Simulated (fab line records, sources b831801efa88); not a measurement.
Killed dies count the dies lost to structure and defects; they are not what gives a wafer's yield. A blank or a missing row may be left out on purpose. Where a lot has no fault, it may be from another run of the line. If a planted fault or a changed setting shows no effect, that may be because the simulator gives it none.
Problem report in the 8D (eight disciplines) form, filled by code / flow gf180mcu / the parts of the form that need people (team, actions taken, sign-off) are left out

## 1. THE ISSUE
Across 2 wafers from 2 lots, V3_CVD_02_THK at GF_V3_THK_MEAS_03 averages 926 nm, while fault-free wafers read 846 nm with a standard deviation of 13. Measured from the usual mean, that is +6.2 standard deviations.
First observed at day 24 07:39: wafer L138.2, on film metro-04. The record has a number at this step for 33 wafers belonging to 11 lots. By rule, "out" or "out of limits" means more than 4 standard deviations away from the usual mean. All remaining wafers that have a number are taken as sound.

## 2. WHAT IT IS, AND WHAT IT ISN'T
question=which readings at this step | is=V3_CVD_02_THK | is not=-
question=which lots | is=L138, L139 | is not=L130, L131, L132, L146, L149, L150, L151, L152, L153
question=which wafers of those lots | is=L138.2, L139.1 | is not=L138.1, L138.3, L139.2, L139.3
question=read on which gauges | is=film metro-04 | is not=film metro-01, film metro-02
question=when | is=from day 24 07:39 | is not=up to then (11 sound wafers); but 20 sound wafers of L139, L146, L149, L150, L151, L152, L153 came after

## 3. WHAT RULES OUT EACH SUSPECT
Counting: a tool at a process step up to the reading stays a suspect if it ran every lot that is out. Sound lots after the first of them don't rule it out here, since some wafers of a struck lot are sound.
- the gauge at GF_V3_THK_MEAS_03: kept. All the wafers that are out were read on film metro-04, and no step on other tools shows them out.
- pecvd-01 at GF_V3_CVD_02 (deposits SiO2 from TEOS, target thk 850 nm, time 94.851 s): kept. It processed each lot that is out (first: L138, day 24 07:35); up to then, its last sound lot is L131 (day 21 08:59).
- In pecvd-01 at GF_V3_CVD_02, the wafers that are out were processed in chamber 0 and their sound lot-mates in chambers 1, 2.
What counting leaves: pecvd-01 at GF_V3_CVD_02 and film metro-04 at GF_V3_THK_MEAS_03.

## 4. THE CAUSE (what the simulator had put in)
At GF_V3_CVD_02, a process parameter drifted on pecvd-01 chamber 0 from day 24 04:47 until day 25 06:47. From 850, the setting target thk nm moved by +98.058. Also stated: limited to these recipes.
2 suspects survive the count, and this tool is in that group.

## 5. SEQUENCE OF EFFECTS, ordered by route
One row per reading whose mean, taken over the struck wafers that have a number, lies over 3 standard deviations from the usual. Only readings for which the record gives a usual standard deviation are gone through. hours: the time from each lot's start at the first step in this table that gives one to its start at this step, as a median over the lots. sigmas: the change in usual standard deviations.
hours=0; step=GF_V3_THK_MEAS_03; reading=V3_CVD_02_THK; usual=846 nm; on struck wafers=926; change=+80; sigmas=+6.2
hours=3; step=GF_V3_CMP_04; reading=time to endpoint s; usual=77 s; on struck wafers=101; change=+24; sigmas=+3.6
Here are the process steps it includes:
- GF_V3_CMP_04: polishes SiO2.

## 6. WHAT WOULD HAVE CAUGHT IT SOONER
In this record the first reading out of limits at a measuring or inspecting step was taken at day 24 07:39, 3 hours after the fault began at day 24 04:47.
Of the tool readings at GF_V3_CVD_02 for which the record gives a usual standard deviation, none was out on any struck wafer, so an alarm limit of 4 standard deviations on them would not have fired.
L139, from the lots that are out (2), started GF_V3_CVD_02 on pecvd-01 later than day 24 07:39. It would have been spared by a hold on the tool at that moment.
